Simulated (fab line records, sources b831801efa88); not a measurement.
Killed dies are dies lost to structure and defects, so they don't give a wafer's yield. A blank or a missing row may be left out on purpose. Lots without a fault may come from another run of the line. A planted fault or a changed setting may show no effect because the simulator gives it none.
A struck lot beside a sound one | flow sky130 | 17 steps out of a route of 708
Sound: wafers L794.1, L794.4, L794.5. Struck: wafers L807.1, L807.3, L807.6. The cause comes at the end.
At each step with rows: each side's tool, then ch and its chambers, then its first start. Under that, the readings that differ: sound wafers | struck wafers | difference of the means | sigmas: that difference in standard deviations of wafers without a fault.
alike: readings whose means differ by less than 2 such deviations, and words and numbers that are the same on both sides. not compared: withheld readings, readings that some wafer has no value for, bounds like >300 that may hide the same value, and numbers for which the record gives no deviation and whose values overlap.
The two part at a step that has a row with sigmas, a row that says differs or no value, or rows on one side only. Numbers that don't overlap but have no deviation are shown without sigmas and don't part them. A reading that every wafer of one side lacks parts them only if that side has two wafers or more.

first, 3 steps without rows for these wafers: SKY_VIA1_EXPOSE_09 (exposes mask VIM, target cd 150 nm); SKY_VIA1_PEB_10; SKY_VIA1_DEVELOP_11 (develop time 60 s).
SKY_VIA1_CD_MEAS_12: target cd 150 nm.
  sound on cd_sem-02, day 34 07:55; struck on cd_sem-02, day 38 06:31
  reading    | sound             | struck            | difference | sigmas
  cd_nm (nm) | 149.4 148.4 147.4 | 151.0 153.0 151.3 | +3.4       | +2
SKY_VIA1_OVL_MEAS_13:
  sound on overlay-01, day 34 08:02; struck on overlay-01, day 38 06:38
  alike: VIA1_OVL
SKY_VIA1_ETCH_14: etches BARC in N2/H2, stops on SiO2, time 45.9 s, target depth 60 nm.
  sound on rie_diel-04 ch 2,3, day 34 08:05; struck on rie_diel-04 ch 1,2,3, day 38 06:40
  alike: drypump_motor_current_A, oes_product_au, throttle_valve_pct
  not compared: rf_hours_counter_h
SKY_VIA1_ETCH_15: etches SiO2 in C4F8/O2/Ar, stops on TiN, target depth 351 nm, time 54 s.
  sound on rie_diel-04 ch 2,3, day 34 08:08; struck on rie_diel-04 ch 1,2,3, day 38 06:43
  alike: oes_product_au
  not compared: rf_hours_counter_h
SKY_VIA1_STRIP_16: strips in O2/N2.
  sound on plasma_asher-02 ch 0,1, day 34 08:13; struck on plasma_asher-03 ch 0, day 38 06:46
  alike: drypump_motor_current_A, oes_product_au, strip_time_to_endpoint_s
  not compared: rf_hours_counter_h
then, 3 steps without rows for these wafers: SKY_VIA1_STRIP_17 (strips in post etch residue remover, time 1200 s); SKY_VIA1_CLEAN_18 (cleans in IPA, time 180 s); SKY_VIA1_CLEAN_19 (cleans in O3/DIW).
SKY_VIA1_SPUTTER_20: material TiN, target thk 20 nm, time 80 s.
  sound on pvd_sputter-04, day 34 08:48; struck on pvd_sputter-04, day 38 07:23
  alike: throttle_valve_pct
SKY_VIA1_CVD_21: deposits W, target thk 270 nm, time 80.902 s.
  sound on cvd_w-01 ch 1, day 34 08:52; struck on cvd_w-01 ch 0,1, day 38 07:27
  reading                            | sound             | struck            | difference | sigmas
  chamber_pressure_Torr (Torr)       | 40.06 39.98 40.07 | 46.12 46.12 46.22 | +6.12      | +70
  model.W_of_VIA1_CVD_21.thk_nm (nm) | 265.7 265.9 268.3 | 289.2 287.3 285.7 | +20.8      |
  alike: heater_power_w, susceptor_temp_C
SKY_VIA1_RS_MEAS_22: measures by four-point-probe.
  sound on film_metro-02, day 34 08:57; struck on film_metro-03, day 38 07:32
  reading            | sound             | struck            | difference | sigmas
  VIA1_W_RS (ohm/sq) | 0.433 0.432 0.429 | 0.400 0.402 0.404 | -0.029     | -7
SKY_VIA1_THK_MEAS_23: measures by xrf.
  sound on film_metro-02, day 34 09:04; struck on film_metro-03, day 38 07:40
  reading         | sound       | struck      | difference | sigmas
  VIA1_W_THK (nm) | 256 255 257 | 280 276 275 | +21        | +5
SKY_VIA1_CMP_24: polishes, stops on SiO2, t overpolish 15 s, target thk 0 nm.
  sound on cmp-02 ch 0,1,3, day 34 09:11; struck on cmp-02 ch 0,2, day 38 07:46
  alike: motor_current_A, slurry_filter_dp_kPa
-- the record jumps here: 11 days lie between the struck wafers' starts before and after (it left off in module VIA1 and takes up again in module PAD_OPEN, whose first step shown is number 708 of the route) --
SKY_PAD_OPEN_PROBE_99:
  the record has rows for the struck wafers here (prober-01, day 48 22:32) and none for the sound ones

WHERE THEY PART
First at SKY_VIA1_CD_MEAS_12; last, within this record, at SKY_PAD_OPEN_PROBE_99.

WHY: what the simulator had put in
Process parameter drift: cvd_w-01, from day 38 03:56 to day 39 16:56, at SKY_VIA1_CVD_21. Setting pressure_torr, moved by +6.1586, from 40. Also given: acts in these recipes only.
